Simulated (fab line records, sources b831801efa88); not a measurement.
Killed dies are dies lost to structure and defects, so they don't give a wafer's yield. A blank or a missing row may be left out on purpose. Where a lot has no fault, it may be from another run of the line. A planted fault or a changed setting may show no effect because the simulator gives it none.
Chamber matching | flow sky130 | SKY_CONTACT_CMP_04 on cmp-01: 4 sister chambers
The step polishes SiO2. 14 wafers are shown with their chamber, then 7 later ones without.

## EACH WAFER AND ITS CHAMBER
wafer  | chamber | motor-current-A (A) | time-to-endpoint-s (s)
L157.1 | 0       | 11.0                | 81
L157.2 | 2       | 12.1                | 83
L157.6 | 3       | 10.6                | 82
L160.3 | 0       | 10.8                | 77
L160.4 | 3       | 11.1                | 86
L160.5 | 3       | 10.3                | 85
L164.1 | 1       | 13.0                | 75
L164.2 | 3       | 10.8                | 82
L164.3 | 2       | 12.3                | 87
L166.1 | 0       | 10.8                | 85
L166.4 | 3       | 11.0                | 84
L166.6 | 1       | 12.4                | 80
L168.2 | 3       | 11.6                | 83
L168.3 | 1       | 13.1                | 76

SIGNATURES (means of the wafers above)
reading            | chamber 0 | chamber 1 | chamber 2 | chamber 3 | scatter within a chamber
motor-current-A    | 10.867    | 12.833    | 12.200    | 10.900    | 0.365
time-to-endpoint-s | 81.00     | 77.00     | 85.00     | 83.67     | 2.59
Rule: a wafer's distance from a chamber is the root of the sum, over the readings, of the square of ((its reading less the chamber's mean) divided by the reading's scatter). The wafer belongs to the nearest chamber; if the next one is less than 2 further off, it can't be placed. The scatter is the square root of a quotient: the sum, over the shown wafers, of each reading's squared deviation from its chamber's mean, divided by wafers minus chambers.

## WAFERS WITHOUT THEIR CHAMBER
wafer  | motor-current-A (A) | time-to-endpoint-s (s)
L168.4 | 12.2                | 86
L175.1 | 12.5                | 82
L175.5 | 10.6                | 86
L175.6 | 12.0                | 83
L177.3 | 11.1                | 81
L177.5 | 11.1                | 78
L177.6 | 11.2                | 76

## EACH ONE'S CHAMBER
wafer  | from the rows above     | in truth
L168.4 | 2                       | 2
L175.1 | can't be placed: 2 or 1 | 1
L175.5 | can't be placed: 3 or 0 | 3
L175.6 | 2                       | 2
L177.3 | can't be placed: 0 or 3 | 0
L177.5 | can't be placed: 0 or 3 | 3
L177.6 | can't be placed: 0 or 3 | 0
Correctly placed: 2 of 7. Unplaceable from these rows: 5, with the true chamber sitting among the candidates in 5. 0 placed wrongly.
